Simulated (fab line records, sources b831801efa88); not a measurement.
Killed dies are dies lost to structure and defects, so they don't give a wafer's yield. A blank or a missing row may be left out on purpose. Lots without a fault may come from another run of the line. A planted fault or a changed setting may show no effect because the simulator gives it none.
fab line records | flow gf180mcu
record lots=5 wafers=15 last_day=32
route steps=602 shown TOP_METAL@568 PASSIVATION@587
lots that met no fault: from a run of the same line without faults
start_h: hours from the record's first day to the start of the lot's first wafer shown | wait_h: hours since the lot's step before | " the same as in the row above | L1.1+2: a row that stands for several wafers | - no value, or no start given | * or withheld: withheld | < > ~ a bound
route shown NAME@n: a module of which the file shows steps, and the number in the route of the first | usual: mean/standard deviation of fault-free wafers | same: alike in all rows | chamber/n: place in a boat | sites: the reading at each site | _std_site: their standard deviation | _edge_site: outer sites' mean less inner sites' | radius_mm: how far each site lies from the wafer's centre | mask NAME#n: copy n | behind: the tool/chamber that last shaped the wafer | hold: why the lot was held/for how many hours/how that ended | device: the transistor (n, p or np) that didn't switch | end of line: the same wafers' tests at the end of the route | a step without rows: its recipe alone | killed: dies lost to structure and defects at the first sort, not the wafer's yield | map: a wafer's dies, x killed, . not, _ none there
set.NAME: the setting as run; set.NAME@STEP: as run at that earlier step | model.NAME: the simulator's own value behind a step, which no gauge read
lots at some steps of the route; a table a step, a row a wafer
services: from which hour (start_h, from the record's first day; less than 0 if before it) a tool's chamber was out of use, for how many hours, and why
## steps
# step GF_TOP_METAL_SPUTTER_01
# recipe material=TiN target_thk_nm=30 power_w=6500 time_s=25 chamber_pressure_pa=0.4
# usual throttle_valve_pct=30.3/1.2
# columns lot.wafer tool chamber start_h wait_h throttle_valve_pct
L076.1 pvd_sputter-01 - 648.69 0.1 30.8
L076.4 " - " " 32.4
L076.5 " - " " 29.9
L082.1 pvd_sputter-01 - 693.37 0.1 31.4
L082.2 " - " " 32.0
L082.6 " - " " 29.8
L083.1 pvd_sputter-04 - 696.74 0.1 30.6
L083.3 " - " " 27.9
L083.4 " - " " 28.5
L087.2 pvd_sputter-04 - 724.89 0.1 30.8
L087.5 " - " " 30.5
L087.6 " - " " 28.6
L090.1 pvd_sputter-01 - 743.22 0.1 32.6
L090.3 " - " " 30.0
L090.6 " - " " 30.3
# step GF_TOP_METAL_SPUTTER_02
# recipe material=AlCu target_thk_nm=900 power_w=10600 chamber_pressure_pa=0.3 substrate_temp_c=250 gas=Ar time_s=47.82
# usual substrate_temp_c=250.00/0.2 throttle_valve_pct=30.3/1.2
# columns lot.wafer tool chamber start_h wait_h substrate_temp_c throttle_valve_pct
L076.1 pvd_sputter-01 - 648.72 0.0 249.86 31.2
L076.4 " - " " 250.11 32.3
L076.5 " - " " 249.96 29.9
L082.1 pvd_sputter-01 - 693.40 0.0 249.84 31.2
L082.2 " - " " 249.98 32.4
L082.6 " - " " 249.82 29.9
L083.1 pvd_sputter-04 - 696.77 0.0 250.03 30.9
L083.3 " - " " 250.06 28.2
L083.4 " - " " 250.10 28.4
L087.2 pvd_sputter-04 - 724.92 0.0 249.90 30.7
L087.5 " - " " 250.23 30.9
L087.6 " - " " 249.86 28.4
L090.1 pvd_sputter-01 - 743.25 0.0 249.91 32.2
L090.3 " - " " 250.67 30.1
L090.6 " - " " 250.34 30.2
# step GF_TOP_METAL_SPUTTER_03
# recipe material=Ti target_thk_nm=5 substrate_temp_c=300 chamber_pressure_pa=0.3 power_w=3000 time_s=3.3
# usual substrate_temp_c=300.02/0.2 throttle_valve_pct=30.3/1.2
# columns lot.wafer tool chamber start_h wait_h substrate_temp_c throttle_valve_pct
L076.1 pvd_sputter-01 - 648.76 0.0 300.40 30.8
L076.4 " - " " 299.92 32.4
L076.5 " - " " 300.27 29.9
L082.1 pvd_sputter-01 - 693.45 0.0 299.86 31.2
L082.2 " - " " 300.28 32.4
L082.6 " - " " 300.03 30.1
L083.1 pvd_sputter-04 - 696.81 0.0 299.78 30.8
L083.3 " - " " 299.98 28.3
L083.4 " - " " 299.98 28.6
L087.2 pvd_sputter-04 - 724.96 0.0 299.88 31.0
L087.5 " - " " 300.29 30.6
L087.6 " - " " 300.12 28.4
L090.1 pvd_sputter-01 - 743.30 0.0 300.18 32.5
L090.3 " - " " 300.00 30.3
L090.6 " - " " 300.02 30.1
# step GF_TOP_METAL_SPUTTER_04
# recipe material=TiN target_thk_nm=25 power_w=6500 time_s=20.8 chamber_pressure_pa=0.4
# usual throttle_valve_pct=30.3/1.2
# columns lot.wafer tool chamber start_h wait_h throttle_valve_pct
L076.1 pvd_sputter-01 - 648.78 0.0 31.0
L076.4 " - " " 32.2
L076.5 " - " " 29.8
L082.1 pvd_sputter-01 - 693.47 0.0 31.2
L082.2 " - " " 32.6
L082.6 " - " " 30.1
L083.1 pvd_sputter-04 - 696.83 0.0 30.7
L083.3 " - " " 28.4
L083.4 " - " " 28.5
L087.2 pvd_sputter-04 - 724.98 0.0 30.8
L087.5 " - " " 30.7
L087.6 " - " " 28.5
L090.1 pvd_sputter-01 - 743.31 0.0 32.3
L090.3 " - " " 30.1
L090.6 " - " " 30.2
# step GF_TOP_METAL_RS_MEAS_05
# recipe thk_meas_gauge=four-point-probe reads=TiN_of_TOP_METAL_SPUTTER_04+Ti_of_TOP_METAL_SPUTTER_03+AlCu_of_TOP_METAL_SPUTTER_02+TiN_of_TOP_METAL_SPUTTER_01+Ti_of_TOP_METAL_SPUTTER_00
# usual TOP_METAL_ALCU_RS=0.0329/0.00036
# columns lot.wafer tool chamber start_h wait_h TOP_METAL_ALCU_RS[ohm/sq]
L076.1 film_metro-02 - 648.81 0.0 0.0331
L076.4 " - " " 0.0333
L076.5 " - " " 0.0328
L082.1 film_metro-02 - 693.49 0.0 0.0327
L082.2 " - " " 0.0331
L082.6 " - " " 0.0331
L083.1 film_metro-04 - 696.86 0.0 0.0327
L083.3 " - " " 0.0331
L083.4 " - " " 0.0331
L087.2 film_metro-03 - 725.03 0.0 0.0325
L087.5 " - " " 0.0325
L087.6 " - " " 0.0324
L090.1 film_metro-03 - 743.34 0.0 0.0332
L090.3 " - " " 0.0328
L090.6 " - " " 0.0328
# step GF_TOP_METAL_THK_MEAS_06
# recipe thk_meas_gauge=xrf reads=AlCu_of_TOP_METAL_SPUTTER_02
# usual TOP_METAL_ALCU_THK=898/12
# columns lot.wafer tool chamber start_h wait_h TOP_METAL_ALCU_THK[nm]
L076.1 film_metro-02 - 648.93 0.1 879
L076.4 " - " " 876
L076.5 " - " " 885
L082.1 film_metro-02 - 693.61 0.1 904
L082.2 " - " " 896
L082.6 " - " " 899
L083.1 film_metro-04 - 696.98 0.1 906
L083.3 " - " " 898
L083.4 " - " " 902
L087.2 film_metro-03 - 725.14 0.1 908
L087.5 " - " " 906
L087.6 " - " " 906
L090.1 film_metro-03 - 743.46 0.1 885
L090.3 " - " " 895
L090.6 " - " " 902
# step GF_TOP_METAL_DEHYDRATE_07
# recipe temp_c=200 time_s=60
# columns lot.wafer tool chamber start_h wait_h
L076.1+4+5 litho_track-04 0 658.08 9.1
L082.1+2+6 litho_track-02 0 702.35 8.7
L083.1+3+4 litho_track-04 0 705.17 8.2
L087.2+5+6 litho_track-02 0 733.13 8.0
L090.1+3+6 litho_track-01 0 750.99 7.5
# step GF_TOP_METAL_HMDS_08
# recipe prime_time_s=60 prime_temp_c=120
# columns lot.wafer tool chamber start_h wait_h
L076.1+4+5 litho_track-04 0 658.23 0.1
L082.1+2+6 litho_track-02 0 702.50 0.1
L083.1+3+4 litho_track-04 0 705.32 0.1
L087.2+5+6 litho_track-02 0 733.28 0.1
L090.1+3+6 litho_track-01 0 751.14 0.1
# step GF_TOP_METAL_COAT_09
# recipe resist=NOVOLAK spin_rpm=3000 resist_thk_nm=1500
# columns lot.wafer tool chamber start_h wait_h
L076.1+4+5 litho_track-04 0 658.38 0.1
L082.1+2+6 litho_track-02 0 702.65 0.1
L083.1+3+4 litho_track-04 0 705.47 0.1
L087.2+5+6 litho_track-02 0 733.43 0.1
L090.1+3+6 litho_track-01 0 751.29 0.1
# step GF_TOP_METAL_SOFTBAKE_10
# recipe temp_c=90 time_s=60 resist=NOVOLAK
# columns lot.wafer tool chamber start_h wait_h
L076.1+4+5 litho_track-04 0 658.53 0.1
L082.1+2+6 litho_track-02 0 702.80 0.1
L083.1+3+4 litho_track-04 0 705.62 0.1
L087.2+5+6 litho_track-02 0 733.58 0.1
L090.1+3+6 litho_track-01 0 751.44 0.1
# step GF_TOP_METAL_EXPOSE_11
# recipe mask_id=MetalTop target_cd_nm=440 na=0.6 source_shape=conventional sigma_outer=0.6 dose_mj=170
# columns lot.wafer tool chamber start_h wait_h mask
L076.1+4+5 iline_stepper-01 0 - - MetalTop#0
L082.1+2+6 iline_stepper-02 0 - - MetalTop#0
L083.1+3+4 iline_stepper-02 0 - - MetalTop#0
L087.2+5+6 iline_stepper-01 0 - - MetalTop#0
L090.1+3+6 iline_stepper-02 0 - - MetalTop#0
# step GF_TOP_METAL_PEB_12
# recipe temp_c=withheld time_s=* resist=NOVOLAK
# columns lot.wafer tool chamber start_h wait_h
L076.1+4+5 litho_track-02 0 - -
L082.1+2+6 litho_track-02 0 - -
L083.1+3+4 litho_track-02 0 - -
L087.2+5+6 litho_track-04 0 - -
L090.1+3+6 litho_track-02 0 - -
# step GF_TOP_METAL_DEVELOP_13
# recipe develop_time_s=60 dev_temp_c=23
# usual developer_temp_C=22.99/0.11
# columns lot.wafer tool chamber start_h wait_h developer_temp_C
L076.1 litho_track-02 0 668.05 0.1 23.07
L076.4 " 0 " " 22.99
L076.5 " 0 " " 23.13
L082.1 litho_track-02 0 711.35 0.1 23.03
L082.2 " 0 " " 22.82
L082.6 " 0 " " 22.91
L083.1 litho_track-02 0 714.70 0.1 22.97
L083.3 " 0 " " 22.95
L083.4 " 0 " " 22.88
L087.2 litho_track-04 0 742.45 0.1 22.86
L087.5 " 0 " " 23.03
L087.6 " 0 " " 23.02
L090.1 litho_track-02 0 759.50 0.1 22.90
L090.3 " 0 " " 22.83
L090.6 " 0 " " 22.94
# step GF_TOP_METAL_CD_MEAS_14
# recipe target_cd_nm=440
# usual cd_nm=440.2/2.8
# columns lot.wafer tool chamber start_h wait_h cd_nm
L076.1 cd_sem-01 - 668.20 0.1 437.4
L076.4 " - " " 441.7
L076.5 " - " " 440.2
L082.1 cd_sem-02 - 711.51 0.1 441.0
L082.2 " - " " 442.7
L082.6 " - " " 441.5
L083.1 cd_sem-01 - 714.85 0.1 438.0
L083.3 " - " " 438.1
L083.4 " - " " 438.9
L087.2 cd_sem-02 - 742.59 0.1 436.4
L087.5 " - " " 438.3
L087.6 " - " " 437.7
L090.1 cd_sem-02 - 759.65 0.1 439.3
L090.3 " - " " 438.5
L090.6 " - " " 438.4
# step GF_TOP_METAL_OVL_MEAS_15
# usual TOP_METAL_OVL=-0.8/1.2
# columns lot.wafer tool chamber start_h wait_h TOP_METAL_OVL[nm]
L076.1 overlay-02 - 668.32 0.1 -1.4
L076.4 " - " " -0.8
L076.5 " - " " -0.9
L082.1 overlay-01 - 711.63 0.1 -0.3
L082.2 " - " " 0.6
L082.6 " - " " -1.1
L083.1 overlay-02 - 714.97 0.1 -1.2
L083.3 " - " " 1.2
L083.4 " - " " 0.6
L087.2 overlay-02 - 742.70 0.1 -1.3
L087.5 " - " " -0.9
L087.6 " - " " -0.3
L090.1 overlay-01 - 759.77 0.1 -0.1
L090.3 " - " " 0.4
L090.6 " - " " 0.7
# step GF_TOP_METAL_METAL_ETCH_16
# recipe chemistry=Cl2/BCl3 mask_material=NOVOLAK target_depth_nm=1197 stop_on=SiO2 pressure_mtorr=8 icp_w=800 bias_w=140 Cl2_flow_sccm=80 bcl3_flow_sccm=40 time_s=199.5
# usual drypump_motor_current_A=6.0/0.37 oes_product_au=0.989/0.0083 throttle_valve_pct=28.232/0.011
# columns lot.wafer tool chamber start_h wait_h drypump_motor_current_A oes_product_au rf_hours_counter_h throttle_valve_pct
L076.1 rie_metal-02 1 668.36 0.0 6.2 0.991 5 28.221
L076.4 " 1 " " 6.2 0.989 - 28.231
L076.5 " 0 " " 6.2 0.996 - 28.240
L082.1 rie_metal-02 1 711.67 0.0 6.2 0.997 7 28.231
L082.2 " 0 " " 6.2 0.999 9 28.236
L082.6 " 0 " " 6.2 1.005 - 28.239
L083.1 rie_metal-04 1 715.01 0.0 5.8 0.980 15 28.223
L083.3 " 1 " " 5.8 0.994 - 28.215
L083.4 " 0 " " 5.9 0.980 - 28.263
L087.2 rie_metal-04 0 742.73 0.0 5.9 0.980 1 28.249
L087.5 " 1 " " 5.8 0.983 - 28.224
L087.6 " 0 " " 5.9 0.985 - 28.230
L090.1 rie_metal-02 0 759.81 0.0 6.2 0.989 11 28.241
L090.3 " 1 " " 6.2 0.993 - 28.220
L090.6 " 1 " " 6.2 0.997 - 28.228
# step GF_TOP_METAL_STRIP_17
# recipe chemistry=O2/N2 power_w=1400 pressure_mtorr=1500 platen_temp_c=250 o2_flow_sccm=3000 n2_flow_sccm=300 overash_fraction=0.5
# usual drypump_motor_current_A=5.6/0.4 heater_power_w=343/35 oes_product_au=0.711/0.0046 strip_time_to_endpoint_s=12.94/0.12
# columns lot.wafer tool chamber start_h wait_h drypump_motor_current_A heater_power_w oes_product_au rf_hours_counter_h strip_time_to_endpoint_s
L076.1 plasma_asher-04 0 668.55 0.1 5.3 364 0.714 106 12.88
L076.4 " 0 " " 5.4 366 0.717 - 12.88
L076.5 " 0 " " 5.3 372 0.708 - 12.77
L082.1 plasma_asher-01 0 711.86 0.1 5.6 351 0.717 32 12.86
L082.2 " 1 " " 5.8 360 0.701 32 12.77
L082.6 " 0 " " 5.6 349 0.721 - 12.79
L083.1 plasma_asher-01 0 715.20 0.1 5.6 355 0.714 32 12.96
L083.3 " 1 " " 5.8 370 0.711 - 12.93
L083.4 " 0 " " 5.6 347 0.714 - 13.02
L087.2 plasma_asher-04 1 742.92 0.1 6.3 277 0.715 0 12.93
L087.5 " 0 " " 5.3 381 0.714 - 12.86
L087.6 " 1 " " 6.3 287 0.709 - 12.90
L090.1 plasma_asher-01 1 760.00 0.1 5.7 362 0.709 39 12.76
L090.3 " 1 " " 5.7 368 0.702 - 12.87
L090.6 " 0 " " 5.6 351 0.708 - 12.85
# step GF_TOP_METAL_STRIP_18
# recipe chemistry=post_etch_residue_remover time_s=1200 temp_c=72.5
# columns lot.wafer tool chamber start_h wait_h
L076.1+4+5 wet_bench-03 1 668.65 0.1
L082.1+2+6 wet_bench-03 2 711.96 0.1
L083.1+3+4 wet_bench-02 0 715.30 0.1
L087.2+5+6 wet_bench-04 3 743.02 0.1
L090.1+3+6 wet_bench-03 0 760.10 0.1
# step GF_TOP_METAL_CLEAN_19
# recipe chemistry=DIW dry=n2_spin
# columns lot.wafer tool chamber start_h wait_h
L076.1+4+5 wet_bench-04 1 669.02 0.0
L082.1+2+6 wet_bench-04 2 712.33 0.0
L083.1+3+4 wet_bench-04 0 715.64 0.0
L087.2+5+6 wet_bench-03 3 743.39 0.0
L090.1+3+6 wet_bench-03 1 760.44 0.0
# step GF_PASSIVATION_CVD_00
# recipe material=SiO2 target_thk_nm=1000 precursor=TEOS temp_c=400 time_s=111.95 rf_w=600
# usual heater_power_w=677/110
# columns lot.wafer tool chamber start_h wait_h heater_power_w since_wet_clean_h
L076.1 pecvd-03 0 669.12 0.0 596 64
L076.4 " 2 " " 682 -
L076.5 " 1 " " 741 -
L082.1 pecvd-04 2 712.52 0.0 701 330
L082.2 " 1 " " 588 330
L082.6 " 0 " " 800 -
L083.1 pecvd-04 1 715.83 0.0 581 333
L083.3 " 2 " " 772 333
L083.4 " 1 " " 634 -
L087.2 pecvd-03 2 743.49 0.0 685 138
L087.5 " 0 " " 533 -
L087.6 " 1 " " 774 -
L090.1 pecvd-01 1 760.53 0.0 582 794
L090.3 " 2 " " 832 794
L090.6 " 2 " " 680 -
# step GF_PASSIVATION_THK_MEAS_01
# recipe reads=SiO2_of_PASSIVATION_CVD_00
# usual PASSIVATION_CVD_00_THK=996/13
# columns lot.wafer tool chamber start_h wait_h PASSIVATION_CVD_00_THK[nm]
L076.1 film_metro-03 - 669.19 0.0 994
L076.4 " - " " 1012
L076.5 " - " " 1016
L082.1 film_metro-04 - 712.60 0.0 964
L082.2 " - " " 973
L082.6 " - " " 996
L083.1 film_metro-01 - 715.90 0.0 991
L083.3 " - " " 985
L083.4 " - " " 1001
L087.2 film_metro-03 - 743.57 0.0 992
L087.5 " - " " 1006
L087.6 " - " " 997
L090.1 film_metro-01 - 760.61 0.0 1003
L090.3 " - " " 988
L090.6 " - " " 1010
# step GF_PASSIVATION_CVD_02
# recipe material=Si3N4 target_thk_nm=700 time_s=486.18 temp_c=400 rf_w=450
# usual heater_power_w=731/100
# columns lot.wafer tool chamber start_h wait_h heater_power_w since_wet_clean_h
L076.1 pecvd-04 1 669.25 0.1 663 286
L076.4 " 1 " " 550 -
L076.5 " 0 " " 677 -
L082.1 pecvd-01 1 712.66 0.1 661 746
L082.2 " 0 " " 723 746
L082.6 " 1 " " 662 -
L083.1 pecvd-01 2 715.96 0.1 831 750
L083.3 " 1 " " 538 750
L083.4 " 2 " " 869 -
L087.2 pecvd-04 2 743.62 0.0 823 361
L087.5 " 0 " " 839 -
L087.6 " 1 " " 659 -
L090.1 pecvd-03 2 760.67 0.1 678 156
L090.3 " 1 " " 743 -
L090.6 " 1 " " 812 -
# step GF_PASSIVATION_THK_MEAS_03
# recipe reads=Si3N4_of_PASSIVATION_CVD_02
# usual PASSIVATION_CVD_02_THK=701/9.6
# columns lot.wafer tool chamber start_h wait_h PASSIVATION_CVD_02_THK[nm]
L076.1 film_metro-03 - 669.54 0.1 687
L076.4 " - " " 702
L076.5 " - " " 708
L082.1 film_metro-03 - 712.94 0.1 700
L082.2 " - " " 697
L082.6 " - " " 704
L083.1 film_metro-01 - 716.25 0.1 681
L083.3 " - " " 681
L083.4 " - " " 689
L087.2 film_metro-04 - 743.92 0.2 710
L087.5 " - " " 701
L087.6 " - " " 703
L090.1 film_metro-03 - 761.10 0.3 683
L090.3 " - " " 698
L090.6 " - " " 697
# step GF_PASSIVATION_DEHYDRATE_04
# recipe temp_c=200 time_s=60
# columns lot.wafer tool chamber start_h wait_h
L076.1+4+5 litho_track-03 0 678.59 9.0
L082.1+2+6 litho_track-03 0 720.94 8.0
L083.1+3+4 litho_track-01 0 724.54 8.3
L087.2+5+6 litho_track-01 0 751.92 8.0
L090.1+3+6 litho_track-03 0 768.34 7.2
# step GF_PASSIVATION_HMDS_05
# recipe prime_time_s=60 prime_temp_c=120
# columns lot.wafer tool chamber start_h wait_h
L076.1+4+5 litho_track-03 0 678.74 0.1
L082.1+2+6 litho_track-03 0 721.09 0.1
L083.1+3+4 litho_track-01 0 724.69 0.1
L087.2+5+6 litho_track-01 0 752.07 0.1
L090.1+3+6 litho_track-03 0 768.49 0.1
# step GF_PASSIVATION_COAT_06
# recipe spin_rpm=2000 resist_thk_nm=4000
# columns lot.wafer tool chamber start_h wait_h
L076.1+4+5 litho_track-03 0 678.89 0.1
L082.1+2+6 litho_track-03 0 721.24 0.1
L083.1+3+4 litho_track-01 0 724.84 0.1
L087.2+5+6 litho_track-01 0 752.22 0.1
L090.1+3+6 litho_track-03 0 768.64 0.1
# step GF_PASSIVATION_SOFTBAKE_07
# recipe temp_c=110 time_s=withheld
# columns lot.wafer tool chamber start_h wait_h
L076.1+4+5 litho_track-03 0 679.04 0.1
L082.1+2+6 litho_track-03 0 721.39 0.1
L083.1+3+4 litho_track-01 0 724.99 0.1
L087.2+5+6 litho_track-01 0 752.38 0.1
L090.1+3+6 litho_track-03 0 768.79 0.1
# step GF_PASSIVATION_EXPOSE_08
# recipe mask_id=Pad target_cd_nm=40000 na=0.57 dose_mj=310
# columns lot.wafer tool chamber start_h wait_h mask
L076.1+4+5 iline_stepper-01 0 - - Pad#0
L082.1+2+6 iline_stepper-01 0 - - Pad#0
L083.1+3+4 iline_stepper-01 0 - - Pad#0
L087.2+5+6 iline_stepper-01 0 - - Pad#0
L090.1+3+6 iline_stepper-02 0 - - Pad#0
# step GF_PASSIVATION_PEB_09
# recipe temp_c=115 time_s=withheld
# columns lot.wafer tool chamber start_h wait_h
L076.1+4+5 litho_track-03 0 - -
L082.1+2+6 litho_track-03 0 - -
L083.1+3+4 litho_track-03 0 - -
L087.2+5+6 litho_track-03 0 - -
L090.1+3+6 litho_track-02 0 - -
# step GF_PASSIVATION_DEVELOP_10
# recipe develop_time_s=60 dev_temp_c=23
# usual developer_temp_C=23.05/0.093
# columns lot.wafer tool chamber start_h wait_h developer_temp_C
L076.1 litho_track-03 0 - - 22.88
L076.4 " 0 " " 22.93
L076.5 " 0 " " 22.82
L082.1 litho_track-03 0 - - 22.91
L082.2 " 0 " " 23.05
L082.6 " 0 " " 23.08
L083.1 litho_track-03 0 - - 23.06
L083.3 " 0 " " 22.97
L083.4 " 0 " " 23.10
L087.2 litho_track-03 0 - - 23.14
L087.5 " 0 " " 22.98
L087.6 " 0 " " 23.21
L090.1 litho_track-02 0 - - 23.24
L090.3 " 0 " " 23.08
L090.6 " 0 " " 22.99
# step GF_PASSIVATION_ETCH_11
# recipe chemistry=CF4/O2 target_depth_nm=2040 stop_on=TiN source_w=800 bias_w=150 pressure_mtorr=150 cf4_flow_sccm=80 O2_flow_sccm=10 time_s=453.3
# usual drypump_motor_current_A=5.6/0.43 oes_product_au=0.990/0.0057 throttle_valve_pct=5.968/0.009
# columns lot.wafer tool chamber start_h wait_h drypump_motor_current_A oes_product_au rf_hours_counter_h throttle_valve_pct
L076.1 rie_diel-01 3 688.54 - 5.5 0.994 6 5.972
L076.4 " 2 " " 5.9 0.987 2 5.974
L076.5 " 0 " " 4.7 0.987 - 5.956
L082.1 rie_diel-01 1 730.04 - 5.9 0.985 42 5.964
L082.2 " 3 " " 5.5 0.997 8 5.968
L082.6 " 1 " " 5.9 0.973 - 5.961
L083.1 rie_diel-04 3 733.64 - 5.6 0.988 4 5.968
L083.3 " 0 " " 6.1 0.986 13 5.984
L083.4 " 1 " " 5.3 0.994 31 5.968
L087.2 rie_diel-02 2 760.69 - 5.7 0.992 14 5.966
L087.5 " 2 " " 5.7 0.991 - 5.963
L087.6 " 3 " " 4.7 0.977 - 5.968
L090.1 rie_diel-02 0 776.75 - 5.7 0.985 29 5.956
L090.3 " 3 " " 4.7 0.987 16 5.955
L090.6 " 1 " " 5.9 0.987 - 5.948
# step GF_PASSIVATION_STRIP_12
# recipe chemistry=O2/N2 power_w=1400 pressure_mtorr=1500 platen_temp_c=250 o2_flow_sccm=3000 n2_flow_sccm=300 overash_fraction=0.5
# usual drypump_motor_current_A=5.71/0.27 heater_power_w=323/37 oes_product_au=0.718/0.0043 strip_time_to_endpoint_s=32.93/0.26
# columns lot.wafer tool chamber start_h wait_h drypump_motor_current_A heater_power_w oes_product_au rf_hours_counter_h strip_time_to_endpoint_s
L076.1 plasma_asher-02 1 688.81 0.1 5.67 327 0.715 53 33.20
L076.4 " 1 " " 5.66 331 0.717 - 33.25
L076.5 " 0 " " 5.73 274 0.716 - 33.17
L082.1 plasma_asher-02 0 730.31 0.1 5.69 281 0.717 57 33.39
L082.2 " 1 " " 5.67 329 0.714 57 32.93
L082.6 " 1 " " 5.65 323 0.726 - 33.52
L083.1 plasma_asher-01 0 733.91 0.1 5.57 351 0.720 35 33.12
L083.3 " 0 " " 5.58 359 0.720 - 33.09
L083.4 " 1 " " 5.72 365 0.725 - 33.04
L087.2 plasma_asher-02 0 760.96 0.1 5.71 282 0.716 62 33.18
L087.5 " 0 " " 5.70 274 0.724 - 33.07
L087.6 " 1 " " 5.69 322 0.721 - 33.52
L090.1 plasma_asher-01 0 777.02 0.1 5.57 359 0.726 42 32.82
L090.3 " 0 " " 5.57 354 0.716 - 33.09
L090.6 " 1 " " 5.73 367 0.724 - 33.04
# step GF_PASSIVATION_ANNEAL_13
# recipe temp_c=400 time_s=1800 ambient=N2/H2 idle_temp_c=300 ramp_up_c_per_min=10 ramp_down_c_per_min=3
# usual spike_tc_lower_C=399.6/1
# columns lot.wafer tool chamber start_h wait_h spike_tc_lower_C
L076.1 furnace-01 0 688.91 0.1 399.6
L076.4 " 0 " " 400.2
L076.5 " 0 " " 399.3
L082.1 furnace-01 0 730.41 0.1 401.6
L082.2 " 0 " " 398.4
L082.6 " 0 " " 399.6
L083.1 furnace-01 0 734.01 0.1 398.6
L083.3 " 0 " " 398.4
L083.4 " 0 " " 400.0
L087.2 furnace-01 0 761.06 0.1 398.5
L087.5 " 0 " " 400.3
L087.6 " 0 " " 399.2
L090.1 furnace-02 0 777.12 0.1 400.4
L090.3 " 0 " " 400.4
L090.6 " 0 " " 401.1
# step GF_PASSIVATION_BOW_MEAS_14
# recipe mode=bow
# usual PASSIVATION_BOW=139/11
# columns lot.wafer tool chamber start_h wait_h PASSIVATION_BOW[um]
L076.1 film_metro-01 - 690.41 0.0 146
L076.4 " - " " 142
L076.5 " - " " 154
L082.1 film_metro-03 - 731.91 0.0 126
L082.2 " - " " 132
L082.6 " - " " 133
L083.1 film_metro-04 - 735.51 0.0 128
L083.3 " - " " 141
L083.4 " - " " 134
L087.2 film_metro-03 - 762.58 0.0 152
L087.5 " - " " 149
L087.6 " - " " 128
L090.1 film_metro-04 - 778.62 0.0 133
L090.3 " - " " 132
L090.6 " - " " 138
## services
# columns tool chamber start_h hours kind
rie_diel-01 0 627.75 7.9 repair
rie_metal-02 - 639.55 0.5 repair
plasma_asher-04 - 645.68 13.1 repair
plasma_asher-02 - 646.23 7.5 repair
pecvd-03 2 653.76 2.6 repair
iline_stepper-01 - 654.68 2.7 repair
rie_diel-02 2 655.63 7.7 repair
plasma_asher-04 - 657.25 1.2 repair
furnace-01 - 660.82 3.2 pm
plasma_asher-01 - 667.23 1.9 repair
pecvd-04 - 673.51 2.8 pm
iline_stepper-01 - 674.02 4.4 pm
rie_diel-01 2 693.31 18.9 repair
wet_bench-04 - 694.03 2.1 repair
rie_metal-02 - 698.31 0.6 repair
rie_diel-01 - 725.40 2.8 pm
iline_stepper-01 - 727.39 1.7 pm
pvd_sputter-01 - 733.72 2.2 repair
pecvd-01 - 738.87 0.8 repair
pecvd-03 - 740.57 2.2 repair
iline_stepper-02 - 753.26 1.7 pm
pecvd-03 0 758.16 5.0 repair
pecvd-01 - 761.02 29.4 repair
pecvd-04 - 769.50 4.7 repair
## key
fault none
